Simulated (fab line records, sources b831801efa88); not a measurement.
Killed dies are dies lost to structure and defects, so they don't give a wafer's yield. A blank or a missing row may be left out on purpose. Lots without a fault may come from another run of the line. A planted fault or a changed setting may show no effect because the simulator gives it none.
A struck lot beside a sound one | flow sfq_line | 17 steps out of a route of 325
Sound: wafers L253.1, L253.2, L253.4. Struck: wafers L251.4, L251.5. (L251.2 of the same lot was not struck and is left out.) The cause comes at the end.
At each step with rows: each side's tool, then ch and its chambers, then its first start. Under that, the readings that differ: sound wafers | struck wafers | difference of the means | sigmas: that difference in standard deviations of wafers without a fault.
alike: readings whose means differ by less than 2 such deviations, and words and numbers that are the same on both sides. not compared: withheld readings, readings that some wafer has no value for, bounds like >300 that may hide the same value, and numbers for which the record gives no deviation and whose values overlap.
The two part at a step that has a row with sigmas, a row that says differs or no value, or rows on one side only. Numbers that don't overlap but have no deviation are shown without sigmas and don't part them. A reading that every wafer of one side lacks parts them only if that side has two wafers or more.

SFQ_TRILAYER_I0_VIA_BARC_OPEN_VIA_ETCH_046: etches BARC in O2, target depth 125 nm, time 41.7 s.
  sound on rie_diel-01 ch 1,2,3, day 14 01:33; struck on rie_diel-03 ch 2,3, day 13 21:57
  reading                | sound    | struck | difference                    | sigmas
  rf_hours_counter_h (h) | 97 22 15 | - -    | no value on the struck wafers |
  alike: drypump_motor_current_A, oes_product_au
SFQ_TRILAYER_I0_VIA_ETCH_VIA_ETCH_034: etches SiO2 in CHF3, stops on Nb, target depth 260 nm.
  sound on rie_diel-01 ch 1,2,3, day 14 01:35; struck on rie_diel-03 ch 2,3, day 13 21:59
  alike: drypump_motor_current_A, oes_product_au
SFQ_TRILAYER_I0_VIA_STRIP_STRIP_035: strips in O2.
  sound on rie_metal-02 ch 0,1, day 14 01:42; struck on rie_metal-04 ch 1, day 13 22:06
  reading                     | sound       | struck  | difference | sigmas
  drypump_motor_current_A (A) | 5.8 4.8 4.8 | 6.2 6.2 | +1.1       | +2
  alike: oes_product_au
  not compared: rf_hours_counter_h
then, 2 steps without rows for these wafers: SFQ_TRILAYER_I0_VIA_STRIP_SOLV_CLEAN_036 (cleans in NMP, time 600 s); SFQ_TRILAYER_M1_DEP_PRE_CLEAN_038 (time 22.5 s).
SFQ_TRILAYER_M1_DEP_SPUTTER_037: material Nb, target thk 200 nm, time 133.3 s.
  sound on pvd_sputter-03, day 14 02:31; struck on pvd_sputter-03, day 13 22:54
  alike: throttle_valve_pct
SFQ_M1_RS_MEAS_909: measures by four-point-probe.
  sound on film_metro-04, day 14 02:37; struck on film_metro-01, day 13 23:01
  alike: M1_NB_RS
then, 4 steps without rows for these wafers: SFQ_TRILAYER_M1_LITHO_COAT_044 (resist thk 62 nm); SFQ_TRILAYER_M1_LITHO_COAT_039 (resist thk 600 nm); SFQ_TRILAYER_M1_LITHO_SOFTBAKE_043; SFQ_TRILAYER_M1_LITHO_EXPOSE_040 (exposes mask M1, target cd 500 nm).
SFQ_TRILAYER_M1_LITHO_PEB_042: peb time 60 s.
  sound on litho_track-02 ch 0, day 14 21:24; struck on litho_track-04 ch 0, day 14 16:38
then, 1 step without rows for these wafers: SFQ_TRILAYER_M1_LITHO_DEVELOP_041 (time 60 s).
SFQ_M1_OVL_MEAS_911:
  sound on overlay-02, day 14 21:42; struck on overlay-01, day 14 16:55
  alike: M1_OVL
SFQ_TRILAYER_M1_BARC_OPEN_METAL_ETCH_054: etches BARC in O2, target depth 125 nm, time 41.7 s.
  sound on rie_metal-01 ch 0,1, day 14 21:44; struck on rie_metal-04 ch 1, day 14 16:56
  reading             | sound             | struck      | difference | sigmas
  model.M1.cd_nm (nm) | 496.9 497.7 496.1 | 486.8 486.5 | -10.2      |
  alike: drypump_motor_current_A, oes_product_au
  not compared: rf_hours_counter_h
SFQ_TRILAYER_M1_ETCH_METAL_ETCH_042: etches Nb in Cl2/Ar, stops on SiO2, target depth 240 nm, time 120 s.
  sound on rie_metal-01 ch 0,1, day 14 21:48; struck on rie_metal-04 ch 1, day 14 17:00
  reading             | sound             | struck      | difference | sigmas
  model.M1.cd_nm (nm) | 494.5 497.6 494.1 | 486.9 485.6 | -9.2       |
  alike: drypump_motor_current_A, oes_product_au
  not compared: rf_hours_counter_h
SFQ_TRILAYER_M1_STRIP_STRIP_043: strips in O2.
  sound on rie_metal-01 ch 0,1, day 14 21:55; struck on rie_metal-04 ch 1, day 14 17:07
  alike: drypump_motor_current_A, oes_product_au
  not compared: rf_hours_counter_h

WHERE THEY PART
First at SFQ_TRILAYER_I0_VIA_BARC_OPEN_VIA_ETCH_046; last, within this record, at SFQ_TRILAYER_I0_VIA_STRIP_STRIP_035. Later steps at which nothing parts them and some readings are alike: SFQ_TRILAYER_M1_DEP_SPUTTER_037, SFQ_M1_RS_MEAS_909, SFQ_M1_OVL_MEAS_911, SFQ_TRILAYER_M1_BARC_OPEN_METAL_ETCH_054, SFQ_TRILAYER_M1_ETCH_METAL_ETCH_042, SFQ_TRILAYER_M1_STRIP_STRIP_043.

WHY: what the simulator had put in
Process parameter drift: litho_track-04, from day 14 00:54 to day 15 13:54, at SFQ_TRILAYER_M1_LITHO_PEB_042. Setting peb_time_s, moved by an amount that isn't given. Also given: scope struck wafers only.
